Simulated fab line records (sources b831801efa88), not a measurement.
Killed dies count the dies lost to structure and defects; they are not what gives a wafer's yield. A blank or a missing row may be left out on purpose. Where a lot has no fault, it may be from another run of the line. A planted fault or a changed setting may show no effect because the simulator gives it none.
Which tool did it? | flow gf180mcu | 33 wafers from 11 lots sampled at 7 of the route's 602 steps

== WHAT THE GAUGES SHOWED, per wafer ==
GF_HV_LDD_OVL_MEAS_08. Usual: for HV_LDD_OVL the level is 0.7 nm and the standard deviation is 1.5.
lot  | measured     | on         | HV_LDD_OVL (nm) | flag
L103 | day 9 23:43  | overlay-01 | 1.1 1.6 1.5     | 
L104 | day 10 07:59 | overlay-02 | 2.3 -0.7 2.2    | 
L105 | day 11 01:07 | overlay-02 | 2.2 3.6 1.2     | 
L106 | day 11 07:56 | overlay-01 | 2.8 2.3 3.5     | 
L107 | day 11 09:31 | overlay-02 | 1.4 1.7 3.4     | 
L108 | day 11 14:14 | overlay-02 | 2.0 0.8 0.1     | 
L109 | day 11 19:50 | overlay-01 | -1.2 -0.8 -1.5  | 
L110 | day 12 07:29 | overlay-02 | -2.6 -2.7 -2.1  | 
L113 | day 13 04:44 | overlay-01 | 0.1 0.4 0.5     | 
L117 | day 14 07:44 | overlay-01 | 0.9 0.8 2.2     | 
L118 | day 14 13:05 | overlay-02 | -0.5 -1.4 -1.3  | 

GF_HV_LDD_OVL_MEAS_20. Usual: for HV_LDD_01_OVL the level is 0.3 nm and the standard deviation is 1.5.
lot  | measured     | on         | HV_LDD_01_OVL (nm) | flag
L103 | day 10 17:24 | overlay-01 | 2.9 1.2 2.8        | 
L104 | day 11 02:24 | overlay-01 | -0.5 0.1 1.5       | 
L105 | day 11 20:08 | overlay-01 | 1.3 1.9 3.8        | 
L106 | day 12 03:16 | overlay-01 | 1.7 1.6 1.2        | 
L107 | day 12 03:56 | overlay-01 | -1.3 -0.7 0.2      | 
L108 | day 12 09:41 | overlay-02 | 0.4 -0.4 -1.4      | 
L109 | day 12 14:31 | overlay-02 | 0.8 -0.1 0.9       | 
L110 | day 13 03:11 | overlay-01 | -0.1 -1.6 -1.0     | 
L113 | day 14 01:21 | overlay-01 | 1.5 3.3 1.8        | 
L117 | day 15 04:20 | overlay-02 | 0.2 -1.9 0.5       | 
L118 | day 15 10:44 | overlay-01 | 3.4 1.9 2.9        | 

GF_NSD_TW_MEAS_12. Usual: for NSD_TW the level is 4251 and the standard deviation is 41.
lot  | measured     | on           | NSD_TW                        | flag
L103 | day 13 07:35 | filmMetro-04 | 4281 4292 4282                | 
L104 | day 13 16:56 | filmMetro-03 | 4285 4265 4274                | 
L105 | day 14 10:52 | filmMetro-03 | 4314 4322 4320                | 
L106 | day 14 20:07 | filmMetro-02 | 4203 4230 4227                | 
L107 | day 14 21:46 | filmMetro-03 | 4325 4317 4318                | 
L108 | day 15 02:34 | filmMetro-02 | 4234 4233 4259                | 
L109 | day 15 07:37 | filmMetro-03 | 4277 4279 4317                | 
L110 | day 15 21:19 | filmMetro-02 | 4218 4209 4218                | 
L113 | day 16 23:05 | filmMetro-02 | 4209 4205 4199                | 
L117 | day 18 04:25 | filmMetro-02 | 4772 4776 4768 4768 4797 4805 | OFF
L118 | day 18 10:43 | filmMetro-02 | 4790 4796 4798 4788 4805 4805 | OFF

GF_PSD_RS_MEAS_14: measurement is done with a four-point probe. Usual: for NSD_RS the level is 46.15 ohm/sq and the standard deviation is 0.11.
lot  | measured     | on           | NSD_RS (ohm/sq)                     | flag
L103 | day 14 03:46 | filmMetro-02 | 46.16 46.11 46.09                   | 
L104 | day 14 13:05 | filmMetro-02 | 46.08 46.13 46.21                   | 
L105 | day 15 08:06 | filmMetro-04 | 46.12 46.00 46.05                   | 
L106 | day 15 17:15 | filmMetro-03 | 46.18 46.14 46.15                   | 
L107 | day 15 19:06 | filmMetro-03 | 46.06 46.00 46.13                   | 
L108 | day 16 00:40 | filmMetro-04 | 46.23 46.18 46.32                   | 
L109 | day 16 04:52 | filmMetro-04 | 46.30 46.31 46.27                   | 
L110 | day 16 20:07 | filmMetro-03 | 46.13 46.10 46.14                   | 
L113 | day 17 22:00 | filmMetro-03 | 45.99 45.94 45.98                   | 
L117 | day 19 04:56 | filmMetro-03 | 25.61 25.59 25.59 25.60 25.59 25.56 | OFF
L118 | day 19 10:51 | filmMetro-04 | 25.60 25.58 25.60 25.52 25.58 25.63 | OFF

== EACH LOT AND THE TOOL THAT RAN IT (in order: tool; ch and the chambers of the sampled wafers; start) ==
lot  | GF_HV_LDD_STRIP_10                  | GF_NSD_IMPLANT_09               | GF_NSD_STRIP_11
L103 | plasmaAsher-03 ch 0,1, day 9 23:55  | implanter-01 ch 0, day 13 07:14 | plasmaAsher-02 ch 0,1, day 13 07:29
L104 | plasmaAsher-03 ch 0,1, day 10 08:11 | implanter-01 ch 0, day 13 16:34 | plasmaAsher-03 ch 0,1, day 13 16:51
L105 | plasmaAsher-03 ch 0,1, day 11 01:19 | implanter-02 ch 0, day 14 10:28 | plasmaAsher-03 ch 0,1, day 14 10:46
L106 | plasmaAsher-01 ch 0, day 11 08:07   | implanter-03 ch 0, day 14 19:43 | plasmaAsher-03 ch 0,1, day 14 20:01
L107 | plasmaAsher-02 ch 0,1, day 11 09:43 | implanter-02 ch 0, day 14 21:22 | plasmaAsher-04 ch 0,1, day 14 21:40
L108 | plasmaAsher-01 ch 0, day 11 14:25   | implanter-03 ch 0, day 15 02:11 | plasmaAsher-04 ch 0,1, day 15 02:28
L109 | plasmaAsher-03 ch 0,1, day 11 20:01 | implanter-03 ch 0, day 15 07:13 | plasmaAsher-04 ch 0,1, day 15 07:31
L110 | plasmaAsher-03 ch 0,1, day 12 07:40 | implanter-01 ch 0, day 15 20:56 | plasmaAsher-03 ch 0,1, day 15 21:13
L113 | plasmaAsher-03 ch 0,1, day 13 04:56 | implanter-02 ch 0, day 16 22:43 | plasmaAsher-02 ch 0,1, day 16 22:59
L117 | plasmaAsher-01 ch 0,1, day 14 07:55 | implanter-01 ch 0, day 18 04:01 | plasmaAsher-02 ch 0,1, day 18 04:19
L118 | plasmaAsher-02 ch 0,1, day 14 13:16 | implanter-02 ch 0, day 18 10:19 | plasmaAsher-04 ch 0,1, day 18 10:37
- GF_HV_LDD_STRIP_10: strips in O2/N2.
- GF_NSD_IMPLANT_09
- GF_NSD_STRIP_11: strips in O2/N2.

== AS READ BY THE TOOLS THEMSELVES (means over the sampled wafers that have a number; for cases with no such wafer, the mark the record gives instead) ==
GF_HV_LDD_STRIP_10. Usual: drypumpMotorCurrentA 6.0 A, standard deviation 0.42; heaterPowerW 338 W, standard deviation 36; o2FlowSccm 3002 sccm, standard deviation 9.1; oesProductAu 0.716 a.u., standard deviation 0.0044; stripTimeToEndpointS 12.61 s, standard deviation 0.032.
lot  | tool           | drypumpMotorCurrentA (A) | heaterPowerW (W) | o2FlowSccm (sccm) | oesProductAu (a.u.) | stripTimeToEndpointS (s) | flag
L103 | plasmaAsher-03 | 5.7                      | 335              | 3003              | 0.713               | 12.60                    | 
L104 | plasmaAsher-03 | 5.5                      | 315              | 3011              | 0.718               | 12.63                    | 
L105 | plasmaAsher-03 | 5.7                      | 334              | 3003              | 0.717               | 12.61                    | 
L106 | plasmaAsher-01 | 6.4                      | 322              | 3005              | 0.720               | 12.68                    | 
L107 | plasmaAsher-02 | 5.7                      | 378              | 3015              | 0.707               | 12.60                    | 
L108 | plasmaAsher-01 | 6.4                      | 323              | 2996              | 0.716               | 12.60                    | 
L109 | plasmaAsher-03 | 5.7                      | 333              | 3005              | 0.715               | 12.63                    | 
L110 | plasmaAsher-03 | 5.7                      | 337              | 3005              | 0.716               | 12.61                    | 
L113 | plasmaAsher-03 | 5.7                      | 332              | 2999              | 0.714               | 12.65                    | 
L117 | plasmaAsher-01 | 6.3                      | 317              | 2995              | 0.716               | 12.63                    | 
L118 | plasmaAsher-02 | 6.1                      | 396              | 2998              | 0.715               | 12.62                    | 

GF_NSD_STRIP_11. Usual: drypumpMotorCurrentA 5.7 A, standard deviation 0.41; heaterPowerW 348 W, standard deviation 51; o2FlowSccm 3000 sccm, standard deviation 9.8; oesProductAu 0.487 a.u., standard deviation 0.0042; stripTimeToEndpointS 22.96 s, standard deviation 0.039.
lot  | tool           | drypumpMotorCurrentA (A) | heaterPowerW (W) | o2FlowSccm (sccm) | oesProductAu (a.u.) | stripTimeToEndpointS (s) | flag
L103 | plasmaAsher-02 | 5.7                      | 378              | 3011              | 0.488               | 22.97                    | 
L104 | plasmaAsher-03 | 5.7                      | 336              | 3004              | 0.490               | 22.94                    | 
L105 | plasmaAsher-03 | 5.5                      | 309              | 3009              | 0.489               | 22.91                    | 
L106 | plasmaAsher-03 | 5.7                      | 333              | 2995              | 0.484               | 22.91                    | 
L107 | plasmaAsher-04 | 5.3                      | 350              | 2993              | 0.487               | 23.00                    | 
L108 | plasmaAsher-04 | 5.4                      | 354              | 2999              | 0.485               | 23.02                    | 
L109 | plasmaAsher-04 | 5.3                      | 354              | 3005              | 0.484               | 22.96                    | 
L110 | plasmaAsher-03 | 5.5                      | 311              | 2996              | 0.487               | 22.92                    | 
L113 | plasmaAsher-02 | 6.1                      | 396              | 2999              | 0.488               | 22.97                    | 
L117 | plasmaAsher-02 | 5.7                      | 383              | 2992              | 0.452               | 26.24                    | OFF
L118 | plasmaAsher-04 | 5.3                      | 358              | 2996              | 0.454               | 26.28                    | OFF

== THE ANSWER, worked out from the rows above alone ==
Rule: a lot counts as off when the mean over its wafers that have a number is more than 3 standard deviations away from the usual mean. Also off: a lot with no number at a reading for which 4 or more lots have one. The other lots that the step has rows for count as sound. After the gauges, taken in route order, come the tools' own readings; for these a lot's mean is taken, as printed above. The first step at which some lot is off is used, and at that step the reading that is off furthest; a lot without a number counts as furthest.
Off: at GF_NSD_TW_MEAS_12 (NSD_TW), L117, L118.
A tool fits if, at a process step before that reading, it ran every lot that is off, and no sound lot after the first of them. The gauges at GF_NSD_TW_MEAS_12 aren't tried: what is off there is off at GF_PSD_RS_MEAS_14 too, on other tools, and a gauge's error can't cause that. None of those tried fits.

== WHAT HAD BEEN PUT IN BY THE SIMULATOR ==
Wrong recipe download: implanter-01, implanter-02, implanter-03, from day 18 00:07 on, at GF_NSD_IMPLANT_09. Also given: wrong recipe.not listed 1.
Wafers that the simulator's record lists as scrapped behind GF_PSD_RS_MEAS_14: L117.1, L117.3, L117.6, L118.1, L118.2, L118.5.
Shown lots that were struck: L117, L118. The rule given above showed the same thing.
